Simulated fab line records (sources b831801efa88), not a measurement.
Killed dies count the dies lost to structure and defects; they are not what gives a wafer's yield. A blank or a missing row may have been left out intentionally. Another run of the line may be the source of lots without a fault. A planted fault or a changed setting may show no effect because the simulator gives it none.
fab line records	flow sky130	part 1 of 2: steps 1 to 41 of 42
[record] lots = 7	wafers = 18	last-day = 49
route steps=708 shown SD_P@327 RES_XHIGH@332 SD_N@342 SALICIDE@361 LI_CONTACT@362 PAD_OPEN@708
lots that met no fault: taken from a fault-free run of the same line
start-h: the number of hours between the record's first day and the start of the first shown wafer of the lot	wait-h: hours from the lot's prior step to this one	" the same as in the row above	L1.1+2: a row that stands for several wafers	- no value, or no start given	* or withheld: withheld	< > ~ a bound
route shown NAME@n: NAME is a module with steps in the file, n the number in the route of the first one	usual: average and standard deviation across the fault-free wafers	same: alike in all rows	chamber/n: place in a boat	sites: per-site readings	_std_site: standard deviation across them	_edge_site: the outer-site mean with the inner-site mean subtracted	radius-mm: for every site, how far away it sits from the centre of the wafer	mask NAME#n: copy n	behind: the last tool/chamber to shape the wafer	hold: why the lot was held/for how many hours/how that ended	device: which transistor (n, p or np) failed to switch	end of line: tests of these same wafers at the route's end	where a step has no rows: the recipe by itself	killed: not the wafer's yield, but the dies lost to structure and defects at the first sort	map: a wafer's dies, x killed, . not, _ none there
set.NAME: the setting as run; set.NAME@STEP: as run at that earlier step	model.NAME: the simulator's own value behind a step, which no gauge read
lots at selected steps of the route; one table per step, one row per wafer
services: from which hour (start-h, from the record's first day; less than 0 if before it) a tool's chamber was out of use, for how many hours, and why
[[steps]]
[step SKY_SD_P_CD_MEAS_07]
[recipe] target-cd-nm = 380
[usual] cd-nm = 380.1/2.1
lot.wafer	tool	chamber	start-h	wait-h	cd-nm
L258.1	cd-sem-02	-	568.82	0.1	380.2
L258.3	"	-	"	"	381.8
L258.5	"	-	"	"	382.6
L260.1	cd-sem-02	-	587.24	0.1	380.3
L260.2	"	-	"	"	381.2
L260.6	"	-	"	"	377.5
L265.1	cd-sem-01	-	642.87	0.1	381.0
L265.2	"	-	"	"	380.4
L265.6	"	-	"	"	381.5
L271.4	cd-sem-01	-	704.83	0.1	381.6
L271.6	"	-	"	"	382.0
L273.3	cd-sem-02	-	734.08	0.1	380.5
L273.4	"	-	"	"	380.5
L272.4	cd-sem-02	-	735.50	0.1	380.8
L272.5	"	-	"	"	382.3
L274.4	cd-sem-01	-	748.46	0.2	383.1
L274.5	"	-	"	"	382.6
L274.6	"	-	"	"	381.5
[step SKY_SD_P_OVL_MEAS_08]
[usual] SD_P_OVL = 0.8/1.3
lot.wafer	tool	chamber	start-h	wait-h	SD_P_OVL[nm]
L258.1	overlay-02	-	568.94	0.1	-1.6
L258.3	"	-	"	"	-1.6
L258.5	"	-	"	"	-0.2
L260.1	overlay-02	-	587.36	0.1	0.5
L260.2	"	-	"	"	1.7
L260.6	"	-	"	"	4.0
L265.1	overlay-02	-	642.99	0.1	2.5
L265.2	"	-	"	"	0.1
L265.6	"	-	"	"	0.3
L271.4	overlay-01	-	704.91	0.1	0.5
L271.6	"	-	"	"	-0.3
L273.3	overlay-02	-	734.17	0.1	-2.4
L273.4	"	-	"	"	0.7
L272.4	overlay-01	-	735.58	0.1	1.0
L272.5	"	-	"	"	0.8
L274.4	overlay-01	-	748.54	0.1	1.8
L274.5	"	-	"	"	3.0
L274.6	"	-	"	"	1.6
[step SKY_SD_P_IMPLANT_09]
[recipe] species = BF2	energy-kev = 20	dose-cm2 = 3e+15	tilt-deg = 0
[step SKY_SD_P_STRIP_10]
[recipe] chemistry = O2/N2	power-w = 1400	pressure-mtorr = 1500	platen-temp-c = withheld	o2-flow-sccm = 3000	n2-flow-sccm = 300	overash-fraction = 0.5
[usual] chamber-pressure-mTorr = 1500.0/1.4	drypump-motor-current-A = 6.0/0.32	oes-product-au = 0.617/0.005	strip-time-to-endpoint-s = 17.50/0.037
lot.wafer	tool	chamber	start-h	wait-h	chamber-pressure-mTorr	drypump-motor-current-A	oes-product-au	rf-hours-counter-h	strip-time-to-endpoint-s
L258.1	plasma-asher-01	1	569.13	0.1	1500.0	6.6	0.622	87	17.46
L258.3	"	0	"	"	1496.0	5.6	0.619	-	17.53
L258.5	"	1	"	"	1500.8	6.6	0.611	-	17.47
L260.1	plasma-asher-01	1	587.55	0.1	1499.0	6.6	0.619	89	17.56
L260.2	"	0	"	"	1496.4	5.6	0.616	89	17.53
L260.6	"	1	"	"	1499.4	6.6	0.618	-	17.57
L265.1	plasma-asher-02	1	643.18	0.1	1501.0	6.1	0.618	84	17.48
L265.2	"	0	"	"	1501.1	5.9	0.611	84	17.54
L265.6	"	0	"	"	1500.2	5.9	0.619	-	17.49
L271.4	plasma-asher-02	0	705.11	0.1	1498.9	6.0	0.612	-	17.53
L271.6	"	1	"	"	1503.4	6.1	0.613	-	17.51
L273.3	plasma-asher-02	1	734.38	0.1	1499.4	6.1	0.619	-	17.52
L273.4	"	0	"	"	1500.3	6.0	0.622	-	17.54
L272.4	plasma-asher-04	0	735.78	0.1	1497.2	5.8	0.609	-	17.48
L272.5	"	0	"	"	1501.0	5.8	0.620	-	17.49
L274.4	plasma-asher-01	1	748.74	0.1	1499.8	6.6	0.621	-	17.58
L274.5	"	1	"	"	1502.0	6.6	0.612	-	17.58
L274.6	"	0	"	"	1502.0	5.6	0.626	-	17.54
[step SKY_SD_P_TW_MEAS_11]
[usual] SD_P_TW = 2807/13
lot.wafer	tool	chamber	start-h	wait-h	SD_P_TW
L258.1	film-metro-03	-	569.23	0.1	2809
L258.3	"	-	"	"	2805
L258.5	"	-	"	"	2811
L260.1	film-metro-02	-	587.65	0.1	2802
L260.2	"	-	"	"	2796
L260.6	"	-	"	"	2805
L265.1	film-metro-03	-	643.28	0.1	2802
L265.2	"	-	"	"	2799
L265.6	"	-	"	"	2784
L271.4	film-metro-01	-	705.21	0.1	2809
L271.6	"	-	"	"	2816
L273.3	film-metro-01	-	734.47	0.1	2831
L273.4	"	-	"	"	2821
L272.4	film-metro-01	-	735.88	0.1	2815
L272.5	"	-	"	"	2808
L274.4	film-metro-02	-	748.84	0.1	2817
L274.5	"	-	"	"	2825
L274.6	"	-	"	"	2841
[step SKY_RES_XHIGH_DEHYDRATE_00]
[recipe] temp-c = 200	time-s = 60
[step SKY_RES_XHIGH_HMDS_01]
[recipe] prime-time-s = 60	prime-temp-c = 120
[step SKY_RES_XHIGH_COAT_02]
[recipe] resist = NOVOLAK	spin-rpm = 3000	resist-thk-nm = 1140
[step SKY_RES_XHIGH_SOFTBAKE_03]
[recipe] temp-c = 90	time-s = 60	resist = NOVOLAK
[step SKY_RES_XHIGH_EXPOSE_04]
[recipe] mask-id = URPM	na = 0.6	source-shape = conventional	sigma-outer = 0.6	polarization = unpolarized	target-cd-nm = 1270	dose-mj = 140
[step SKY_RES_XHIGH_PEB_05]
[recipe] temp-c = withheld	time-s = *	resist = NOVOLAK
[step SKY_RES_XHIGH_DEVELOP_06]
[recipe] resist = NOVOLAK	developer = TMAH	develop-time-s = 60	dev-temp-c = 23
[step SKY_RES_XHIGH_IMPLANT_07]
[recipe] species = BF2	energy-kev = 20	dose-cm2 = 3.6e+14	tilt-deg = 0
lot.wafer	tool	chamber	start-h	wait-h
L258.1+3+5	implanter-04	0	597.83	0.1
L260.1+2+6	implanter-04	0	616.58	0.1
L265.1+2+6	implanter-01	0	670.68	0.1
L271.4+6	implanter-04	0	732.66	0.1
L273.3+4	implanter-04	0	761.64	0.1
L272.4+5	implanter-04	0	763.06	0.1
L274.4+5+6	implanter-01	0	775.11	0.1
[step SKY_RES_XHIGH_STRIP_08]
[recipe] chemistry = O2/N2	power-w = 1400	pressure-mtorr = 1500	platen-temp-c = withheld	o2-flow-sccm = 3000	n2-flow-sccm = 300	overash-fraction = 0.5
[usual] chamber-pressure-mTorr = 1499.9/1.4	drypump-motor-current-A = 5.65/0.26	oes-product-au = 0.711/0.0052	strip-time-to-endpoint-s = 14.27/0.041
lot.wafer	tool	chamber	start-h	wait-h	chamber-pressure-mTorr	drypump-motor-current-A	oes-product-au	rf-hours-counter-h	strip-time-to-endpoint-s
L258.1	plasma-asher-04	0	597.98	0.1	1502.9	5.77	0.714	16	14.29
L258.3	"	1	"	"	1499.3	5.69	0.705	-	14.34
L258.5	"	1	"	"	1501.5	5.71	0.704	-	14.32
L260.1	plasma-asher-02	1	616.73	0.1	1498.7	6.09	0.708	81	14.32
L260.2	"	0	"	"	1498.2	5.96	0.706	81	14.24
L260.6	"	1	"	"	1502.2	6.07	0.713	-	14.27
L265.1	plasma-asher-04	0	670.83	0.1	1496.3	5.77	0.722	23	14.28
L265.2	"	1	"	"	1499.9	5.73	0.702	23	14.33
L265.6	"	0	"	"	1498.8	5.77	0.723	-	14.29
L271.4	plasma-asher-02	0	732.77	0.1	1499.1	5.95	0.722	-	14.24
L271.6	"	1	"	"	1501.1	6.10	0.710	-	14.23
L273.3	plasma-asher-03	1	761.77	0.1	1500.2	5.55	0.713	-	14.35
L273.4	"	0	"	"	1500.4	5.23	0.706	-	14.28
L272.4	plasma-asher-03	1	763.17	0.1	1501.8	5.53	0.714	-	14.29
L272.5	"	0	"	"	1501.9	5.24	0.699	-	14.27
L274.4	plasma-asher-04	1	775.22	0.1	1500.9	5.75	0.710	-	14.22
L274.5	"	1	"	"	1498.5	5.75	0.709	-	14.24
L274.6	"	0	"	"	1499.9	5.78	0.696	-	14.22
[step SKY_RES_XHIGH_TW_MEAS_09]
[usual] RES_XHIGH_TW = 1629/8.3
lot.wafer	tool	chamber	start-h	wait-h	RES_XHIGH_TW
L258.1	film-metro-02	-	598.08	0.1	1625
L258.3	"	-	"	"	1630
L258.5	"	-	"	"	1637
L260.1	film-metro-03	-	616.83	0.1	1620
L260.2	"	-	"	"	1619
L260.6	"	-	"	"	1622
L265.1	film-metro-01	-	670.93	0.1	1634
L265.2	"	-	"	"	1636
L265.6	"	-	"	"	1625
L271.4	film-metro-01	-	732.87	0.1	1625
L271.6	"	-	"	"	1625
L273.3	film-metro-01	-	761.86	0.1	1632
L273.4	"	-	"	"	1632
L272.4	film-metro-03	-	763.26	0.1	1625
L272.5	"	-	"	"	1616
L274.4	film-metro-02	-	775.31	0.1	1619
L274.5	"	-	"	"	1622
L274.6	"	-	"	"	1621
[step SKY_SD_N_DEHYDRATE_00]
[recipe] temp-c = 200	time-s = 60
[step SKY_SD_N_HMDS_01]
[recipe] prime-time-s = 60	prime-temp-c = 120
[step SKY_SD_N_COAT_02]
[recipe] resist = NOVOLAK	spin-rpm = 3000	resist-thk-nm = 1140
[step SKY_SD_N_SOFTBAKE_03]
[recipe] temp-c = 90	time-s = 60	resist = NOVOLAK
[step SKY_SD_N_EXPOSE_04]
[recipe] mask-id = NSDM	na = 0.6	source-shape = conventional	sigma-outer = 0.6	polarization = unpolarized	target-cd-nm = 380	dose-mj = 141
[step SKY_SD_N_PEB_05]
[recipe] temp-c = withheld	time-s = *	resist = NOVOLAK
[step SKY_SD_N_DEVELOP_06]
[recipe] resist = NOVOLAK	developer = TMAH	develop-time-s = 60	dev-temp-c = 23
[step SKY_SD_N_CD_MEAS_07]
[recipe] target-cd-nm = 380
[usual] cd-nm = 380.0/2.3
lot.wafer	tool	chamber	start-h	wait-h	cd-nm
L258.1	cd-sem-02	-	626.36	0.3	382.0
L258.3	"	-	"	"	378.4
L258.5	"	-	"	"	380.6
L260.1	cd-sem-01	-	645.27	0.1	384.2
L260.2	"	-	"	"	385.2
L260.6	"	-	"	"	384.0
L265.1	cd-sem-01	-	697.72	0.1	377.7
L265.2	"	-	"	"	379.1
L265.6	"	-	"	"	380.0
L271.4	cd-sem-02	-	760.34	0.1	381.5
L271.6	"	-	"	"	382.3
L273.3	cd-sem-01	-	788.47	0.1	382.1
L273.4	"	-	"	"	379.0
L272.4	cd-sem-02	-	789.74	0.1	382.0
L272.5	"	-	"	"	378.9
L274.4	cd-sem-01	-	802.14	0.1	378.4
L274.5	"	-	"	"	377.5
L274.6	"	-	"	"	376.6
[step SKY_SD_N_OVL_MEAS_08]
[usual] SD_N_OVL = -1.1/1.3
lot.wafer	tool	chamber	start-h	wait-h	SD_N_OVL[nm]
L258.1	overlay-02	-	626.48	0.1	0.1
L258.3	"	-	"	"	-0.8
L258.5	"	-	"	"	1.1
L260.1	overlay-02	-	645.39	0.1	-3.4
L260.2	"	-	"	"	-2.8
L260.6	"	-	"	"	-2.0
L265.1	overlay-01	-	697.84	0.1	-1.0
L265.2	"	-	"	"	-1.4
L265.6	"	-	"	"	-1.9
L271.4	overlay-01	-	760.42	0.1	0.5
L271.6	"	-	"	"	-0.3
L273.3	overlay-02	-	788.56	0.1	-2.3
L273.4	"	-	"	"	-1.4
L272.4	overlay-01	-	789.82	0.1	-0.9
L272.5	"	-	"	"	0.5
L274.4	overlay-02	-	802.22	0.1	0.8
L274.5	"	-	"	"	-1.1
L274.6	"	-	"	"	-1.7
[step SKY_SD_N_IMPLANT_09]
[recipe] species = As	energy-kev = 50	dose-cm2 = 4e+15	tilt-deg = 0
[step SKY_SD_N_IMPLANT_10]
[recipe] species = P	energy-kev = 20	dose-cm2 = 1e+14	tilt-deg = 0
[step SKY_SD_N_STRIP_11]
[recipe] chemistry = O2/N2	power-w = 1400	pressure-mtorr = 1500	platen-temp-c = withheld	o2-flow-sccm = 3000	n2-flow-sccm = 300	overash-fraction = 0.5
[usual] chamber-pressure-mTorr = 1500.1/1.5	drypump-motor-current-A = 5.8/0.41	oes-product-au = 0.528/0.0046	strip-time-to-endpoint-s = 22.55/0.045
lot.wafer	tool	chamber	start-h	wait-h	chamber-pressure-mTorr	drypump-motor-current-A	oes-product-au	rf-hours-counter-h	strip-time-to-endpoint-s
L258.1	plasma-asher-04	0	626.82	0.1	1500.5	5.8	0.531	19	22.59
L258.3	"	1	"	"	1500.5	5.7	0.528	-	22.59
L258.5	"	1	"	"	1501.0	5.7	0.525	-	22.60
L260.1	plasma-asher-04	1	645.73	0.1	1500.0	5.7	0.528	21	22.50
L260.2	"	0	"	"	1499.7	5.8	0.515	21	22.49
L260.6	"	0	"	"	1503.7	5.8	0.525	-	22.50
L265.1	plasma-asher-03	1	698.18	0.1	1501.0	5.6	0.522	55	22.54
L265.2	"	0	"	"	1499.7	5.2	0.528	55	22.50
L265.6	"	1	"	"	1500.1	5.6	0.519	-	22.54
L271.4	plasma-asher-03	0	760.77	0.1	1500.1	5.2	0.528	-	22.51
L271.6	"	0	"	"	1497.6	5.2	0.530	-	22.48
L273.3	plasma-asher-03	1	788.92	0.1	1501.4	5.6	0.523	-	22.56
L273.4	"	0	"	"	1500.0	5.2	0.533	-	22.55
L272.4	plasma-asher-04	0	790.17	0.1	1498.9	5.8	0.529	-	22.50
L272.5	"	1	"	"	1500.8	5.7	0.527	-	22.51
L274.4	plasma-asher-03	1	802.57	0.1	1496.8	5.6	0.530	-	22.49
L274.5	"	1	"	"	1499.0	5.6	0.526	-	22.46
L274.6	"	0	"	"	1499.0	5.2	0.525	-	22.50
[step SKY_SD_N_TW_MEAS_12]
[usual] SD_N_TW = 3952/26
lot.wafer	tool	chamber	start-h	wait-h	SD_N_TW
L258.1	film-metro-01	-	626.92	0.1	4015
L258.3	"	-	"	"	4005
L258.5	"	-	"	"	3995
L260.1	film-metro-01	-	645.83	0.1	3980
L260.2	"	-	"	"	3973
L260.6	"	-	"	"	3988
L265.1	film-metro-02	-	698.28	0.1	3958
L265.2	"	-	"	"	3983
L265.6	"	-	"	"	3947
L271.4	film-metro-03	-	760.87	0.1	3945
L271.6	"	-	"	"	3948
L273.3	film-metro-01	-	789.01	0.1	4005
L273.4	"	-	"	"	3996
L272.4	film-metro-03	-	790.27	0.1	3929
L272.5	"	-	"	"	3945
L274.4	film-metro-02	-	802.67	0.1	3940
L274.5	"	-	"	"	3941
L274.6	"	-	"	"	3955
[step SKY_SD_N_CLEAN_13]
[recipe] chemistry = SC1/SC2	mix = 1:4:20	temp-c = 70	time-s = 150	dry = n2-spin
[step SKY_SD_N_RTA_14]
[recipe] temp-c = 1075	time-s = 2	idle-temp-c = 650	ramp-up-c-per-s = 150	ramp-down-c-per-s = 90	ambient = N2
[usual] lamp-power-pct = 15.74/0.049	wafer_temp_C_max = 1078.3/1.4
lot.wafer	tool	chamber	start-h	wait-h	lamp-power-pct	wafer_temp_C_max
L258.1	rtp-anneal-01	0	627.03	0.0	15.79	1077.0
L258.3	"	0	"	"	15.73	1076.4
L258.5	"	0	"	"	15.74	1077.6
L260.1	rtp-anneal-01	0	645.94	0.0	15.85	1078.8
L260.2	"	0	"	"	15.70	1078.0
L260.6	"	0	"	"	15.76	1078.4
L265.1	rtp-anneal-02	0	698.39	0.0	15.79	1078.4
L265.2	"	0	"	"	15.72	1079.1
L265.6	"	0	"	"	15.80	1079.0
L271.4	rtp-anneal-02	0	760.97	0.0	15.79	1076.7
L271.6	"	0	"	"	15.75	1076.7
L273.3	rtp-anneal-01	0	789.17	0.0	15.74	1077.6
L273.4	"	0	"	"	15.73	1079.1
L272.4	rtp-anneal-02	0	790.54	0.0	15.74	1079.5
L272.5	"	0	"	"	15.76	1077.4
L274.4	rtp-anneal-01	0	802.84	0.0	15.83	1076.0
L274.5	"	0	"	"	15.71	1078.8
L274.6	"	0	"	"	15.78	1076.1
[step SKY_SD_N_RS_MEAS_16]
[recipe] thk-meas-gauge = four-point-probe
[usual] SD_N_RS = 68.58/0.13
lot.wafer	tool	chamber	start-h	wait-h	SD_N_RS[ohm/sq]
L258.1	film-metro-02	-	627.21	0.1	68.77
L258.3	"	-	"	"	68.62
L258.5	"	-	"	"	68.54
L260.1	film-metro-02	-	646.11	0.1	68.82
L260.2	"	-	"	"	68.63
L260.6	"	-	"	"	68.78
L265.1	film-metro-03	-	698.56	0.1	68.46
L265.2	"	-	"	"	68.60
L265.6	"	-	"	"	68.51
L271.4	film-metro-02	-	761.18	0.1	68.79
L271.6	"	-	"	"	68.58
L273.3	film-metro-03	-	789.36	0.1	68.56
L273.4	"	-	"	"	68.57
L272.4	film-metro-03	-	790.75	0.1	68.43
L272.5	"	-	"	"	68.48
L274.4	film-metro-02	-	803.04	0.1	68.75
L274.5	"	-	"	"	68.67
L274.6	"	-	"	"	68.66
[step SKY_SD_N_RS_MEAS_17]
[recipe] thk-meas-gauge = four-point-probe
[usual] SD_P_RS = 147.1/0.38
lot.wafer	tool	chamber	start-h	wait-h	SD_P_RS[ohm/sq]
L258.1	film-metro-02	-	627.33	0.1	147.1
L258.3	"	-	"	"	147.5
L258.5	"	-	"	"	146.8
L260.1	film-metro-02	-	646.23	0.1	147.8
L260.2	"	-	"	"	147.2
L260.6	"	-	"	"	147.7
L265.1	film-metro-03	-	698.68	0.1	147.3
L265.2	"	-	"	"	146.9
L265.6	"	-	"	"	146.9
L271.4	film-metro-02	-	761.30	0.1	147.2
L271.6	"	-	"	"	147.3
L273.3	film-metro-03	-	789.48	0.1	146.8
L273.4	"	-	"	"	147.8
L272.4	film-metro-03	-	790.87	0.1	147.0
L272.5	"	-	"	"	147.0
L274.4	film-metro-02	-	803.16	0.1	147.1
L274.5	"	-	"	"	147.2
L274.6	"	-	"	"	147.0
[step SKY_SD_N_RS_MEAS_18]
[recipe] thk-meas-gauge = four-point-probe
[usual] RES_XHIGH_RS = 333.4/1.1
lot.wafer	tool	chamber	start-h	wait-h	RES_XHIGH_RS[ohm/sq]
L258.1	film-metro-02	-	627.45	0.1	334.3
L258.3	"	-	"	"	333.9
L258.5	"	-	"	"	332.5
L260.1	film-metro-02	-	646.35	0.1	336.3
L260.2	"	-	"	"	335.9
L260.6	"	-	"	"	334.3
L265.1	film-metro-03	-	698.80	0.1	333.1
L265.2	"	-	"	"	332.8
L265.6	"	-	"	"	332.6
L271.4	film-metro-02	-	761.42	0.1	334.9
L271.6	"	-	"	"	333.9
L273.3	film-metro-03	-	789.60	0.1	332.2
L273.4	"	-	"	"	334.3
L272.4	film-metro-03	-	790.99	0.1	333.0
L272.5	"	-	"	"	334.3
L274.4	film-metro-02	-	803.28	0.1	334.6
L274.5	"	-	"	"	333.3
L274.6	"	-	"	"	333.4
[step SKY_SALICIDE_CLEAN_00]
[recipe] chemistry = HF-last	time-s = 30	dilution = 100:1	dry = ipa-marangoni
[step SKY_LI_CONTACT_HDPCVD_00]
[recipe] material = PSG	target-thk-nm = 930	sigma-open-frac = 0.3	time-s = 155	temp-c = 600	sih4-flow-sccm = 60	pressure-mtorr = 6
[step SKY_LI_CONTACT_THK_MEAS_01]
[recipe] reads = PSG_of_LI_CONTACT_HDPCVD_00
[usual] LI_CONTACT_HDPCVD_THK = 926/10
lot.wafer	tool	chamber	start-h	wait-h	LI_CONTACT_HDPCVD_THK[nm]
L258.1	film-metro-02	-	627.68	0.1	922
L258.3	"	-	"	"	930
L258.5	"	-	"	"	937
L260.1	film-metro-03	-	646.59	0.1	926
L260.2	"	-	"	"	915
L260.6	"	-	"	"	915
L265.1	film-metro-01	-	699.04	0.1	926
L265.2	"	-	"	"	934
L265.6	"	-	"	"	940
L271.4	film-metro-03	-	761.63	0.0	941
L271.6	"	-	"	"	933
L273.3	film-metro-02	-	789.82	0.1	922
L273.4	"	-	"	"	930
L272.4	film-metro-01	-	791.22	0.0	926
L272.5	"	-	"	"	923
L274.4	film-metro-01	-	803.49	0.0	933
L274.5	"	-	"	"	932
L274.6	"	-	"	"	946
[step SKY_LI_CONTACT_CMP_02]
[recipe] material = PSG	down-force-psi = 4	platen-rpm = 60	pad-velocity-m-s = 0.94248
[usual] motor-current-A = 12.8/0.83	time-to-endpoint-s = 31.9/2.9
lot.wafer	tool	chamber	start-h	wait-h	motor-current-A	time-to-endpoint-s
L258.1	cmp-02	2	627.74	0.1	14.0	32.6
L258.3	"	0	"	"	13.3	32.9
L258.5	"	2	"	"	14.0	33.9
L260.2	cmp-01	2	646.70	0.1	12.3	29.4
L260.1	"	3	"	"	12.4	28.1
L260.6	"	2	"	"	13.8	31.4
L265.2	cmp-01	2	699.10	0.0	12.9	30.5
L265.1	"	3	"	"	12.7	29.5
L265.6	"	2	"	"	13.1	28.8
L271.4	cmp-01	2	761.81	0.2	13.3	31.5
L271.6	"	0	"	"	11.8	32.0
L273.4	cmp-02	3	789.86	0.0	11.6	30.0
L273.3	"	1	"	"	12.5	35.0
L272.4	cmp-01	1	791.29	0.1	12.6	31.1
L272.5	"	1	"	"	12.6	34.1
L274.4	cmp-02	3	803.57	0.1	12.1	31.4
L274.6	"	2	"	"	14.4	35.2
L274.5	"	3	"	"	11.5	31.6
[step SKY_LI_CONTACT_BOW_MEAS_03]
[recipe] mode = bow
[usual] LI_CONTACT_BOW = 55/6.8
lot.wafer	tool	chamber	start-h	wait-h	LI_CONTACT_BOW[um]
L258.1	film-metro-03	-	628.04	0.2	54
L258.3	"	-	"	"	48
L258.5	"	-	"	"	37
L260.1	film-metro-02	-	646.95	0.1	52
L260.2	"	-	"	"	62
L260.6	"	-	"	"	48
L265.1	film-metro-01	-	699.40	0.2	66
L265.2	"	-	"	"	57
L265.6	"	-	"	"	48
L271.4	film-metro-03	-	762.02	0.2	48
L271.6	"	-	"	"	60
L273.3	film-metro-01	-	790.20	0.2	62
L273.4	"	-	"	"	74
L272.4	film-metro-02	-	791.65	0.3	50
L272.5	"	-	"	"	62
L274.4	film-metro-02	-	803.88	0.3	63
L274.5	"	-	"	"	65
L274.6	"	-	"	"	55
[step SKY_LI_CONTACT_DEHYDRATE_04]
[recipe] temp-c = 200	time-s = 60
[step SKY_LI_CONTACT_HMDS_05]
[recipe] prime-time-s = 60	prime-temp-c = 120
[step SKY_LI_CONTACT_COAT_06]
[recipe] resist = BARC	temp-c = withheld	time-s = withheld	spin-rpm = 3000	resist-thk-nm = 60
